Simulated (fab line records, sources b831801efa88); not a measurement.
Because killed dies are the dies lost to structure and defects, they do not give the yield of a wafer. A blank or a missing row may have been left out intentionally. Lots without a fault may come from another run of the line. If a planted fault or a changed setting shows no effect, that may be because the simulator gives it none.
The same fault as seen by 2 desks :: flow sky130 :: only its own numbers are on each desk; what lay behind them is given at the end

## AT THE METROLOGY DESK
Means of the sampled wafers that have a number, per lot and without regard to the tool the lot ran on: this is what the gauges read. The brackets show how far a lot's mean lies from the usual mean; more than 4 standard deviations puts the lot out of limits, marked OUT.
Columns: A = VIA1_W_RS at SKY_VIA1_RS_MEAS_22, usual 0.426 ohm/sq; B = VIA1_W_THK at SKY_VIA1_THK_MEAS_23, usual 268 nm
lot: L433
first seen here: day 33 20:39
A: 0.419
B: 272

lot: L436
first seen here: day 35 04:47
A: 0.432
B: 265

lot: L439
first seen here: day 36 06:55
A: 0.422
B: 270

lot: L440
first seen here: day 36 13:08
A: 0.428
B: 269

lot: L442
first seen here: day 37 04:20
A: 0.431
B: 263

lot: L449
first seen here: day 39 07:26
A: 0.422
B: 270
Finding of this desk: none of the 6 lots has anything out of limits.

## AT THE TOOL OWNER'S DESK: pvd_sputter-01
The tool's own readings at SKY_METAL2_SPUTTER_03 (material Ti, target thk 5 nm, time 3.3 s): means of the sampled wafers that have a number, for each lot that ran on this tool. The brackets show how far a lot's mean lies from the usual mean; more than 4 standard deviations puts the lot out of limits, marked OUT.
Columns: A = throttle_valve_pct at SKY_METAL2_SPUTTER_03, usual 30.0 %
lot: L433
first seen here: day 33 21:12
A: 30.2

lot: L440
first seen here: day 36 13:38
A: 30.0

lot: L442
first seen here: day 37 04:49
A: 29.9
Finding of this desk: none of the 3 lots has anything out of limits.

## PUT TOGETHER
Nothing out of limits was seen by the metrology desk.
The desk of the tool owner found nothing out of limits.

## WHAT THE SIMULATOR HAD PUT IN
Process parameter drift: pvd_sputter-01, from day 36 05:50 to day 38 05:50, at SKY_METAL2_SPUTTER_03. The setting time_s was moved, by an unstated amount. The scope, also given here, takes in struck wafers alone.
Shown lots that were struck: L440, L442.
